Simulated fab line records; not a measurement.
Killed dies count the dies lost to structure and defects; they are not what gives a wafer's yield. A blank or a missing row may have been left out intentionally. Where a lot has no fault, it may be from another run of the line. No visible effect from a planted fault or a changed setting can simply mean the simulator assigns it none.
A struck lot beside a sound one + flow gf180mcu + 14 steps out of a route of 602
Sound: wafers L613.1, L613.4, L613.6. The struck wafers were L624.3, L624.4, L624.6. The cause comes at the end.
Per side, at each step with rows, come the tool, then ch with its chambers, and then its first start. Under that, the readings that differ: sound wafers + struck wafers + difference of the means + sigmas: that difference in standard deviations of wafers without a fault.
alike: same words and numbers on both sides, and readings whose means sit less than 2 such deviations apart. not compared: any withheld reading, any reading some wafer has no value for, any bound like >300 that may hide the same value, and any number with overlapping values for which the record gives no deviation.
The two part at a step that has a row with sigmas, a row that says differs or no value, or rows on one side only. Numbers that have no deviation but don't overlap get no sigmas and don't part them. A reading missing from all wafers of one side parts the sides only when that side holds two or more wafers.

first, 2 steps without rows for these wafers: GF_M4_CLEAN_19 (cleans in DIW); GF_V4_CVD_00 (deposits SiO2, target thk 600 nm, time 100 s).
GF_V4_THK_MEAS_01:
  sound on film_metro-01, day 25 08:49; struck on film_metro-04, day 28 22:19
  alike: V4_CVD_00_THK
GF_V4_CVD_02: deposits SiO2 from TEOS, target thk 850 nm, time 94.851 s.
  sound on pecvd-02 ch 0,1, day 25 08:52; struck on pecvd-02 ch 1,2, day 28 22:21
  alike: heater_power_w
GF_V4_THK_MEAS_03:
  sound on film_metro-04, day 25 08:56; struck on film_metro-01, day 28 22:26
  alike: V4_CVD_02_THK
GF_V4_CMP_04: polishes SiO2.
  sound on cmp-02 ch 1,2,3, day 25 09:06; struck on cmp-01 ch 1,2,3, day 28 22:32
  alike: motor_current_A, time_to_endpoint_s
GF_V4_BOW_MEAS_05:
  sound on film_metro-04, day 25 09:18; struck on film_metro-04, day 28 22:49
| reading     | sound       | struck      | difference | sigmas |
|-------------|-------------|-------------|------------|--------|
| V4_BOW (um) | 149 147 139 | 122 120 123 | -23        | -2     |
then, 5 steps without rows for these wafers: GF_V4_DEHYDRATE_06 (time 60 s); GF_V4_HMDS_07 (prime time 60 s); GF_V4_COAT_08; GF_V4_COAT_09 (resist thk 1000 nm); GF_V4_SOFTBAKE_10 (time 60 s).
GF_V4_EXPOSE_11: exposes mask Via4, target cd 260 nm.
  sound on krf_scanner-02 ch 0, day 25 19:52; struck on krf_scanner-02, day 29 08:36
  no value came back on the struck wafers for exposure_dose_mJ_cm2, focus_offset_nm (nm), na; on the sound wafers exposure_dose_mJ_cm2 reads 37.92 37.98 38.02
  alike: mask
then, 1 step without rows for these wafers: GF_V4_PEB_12 (peb time 90 s).

== WHERE THEY PART ==
First at GF_V4_BOW_MEAS_05; last, within this record, at GF_V4_EXPOSE_11.

WHY: the cause the simulator had injected
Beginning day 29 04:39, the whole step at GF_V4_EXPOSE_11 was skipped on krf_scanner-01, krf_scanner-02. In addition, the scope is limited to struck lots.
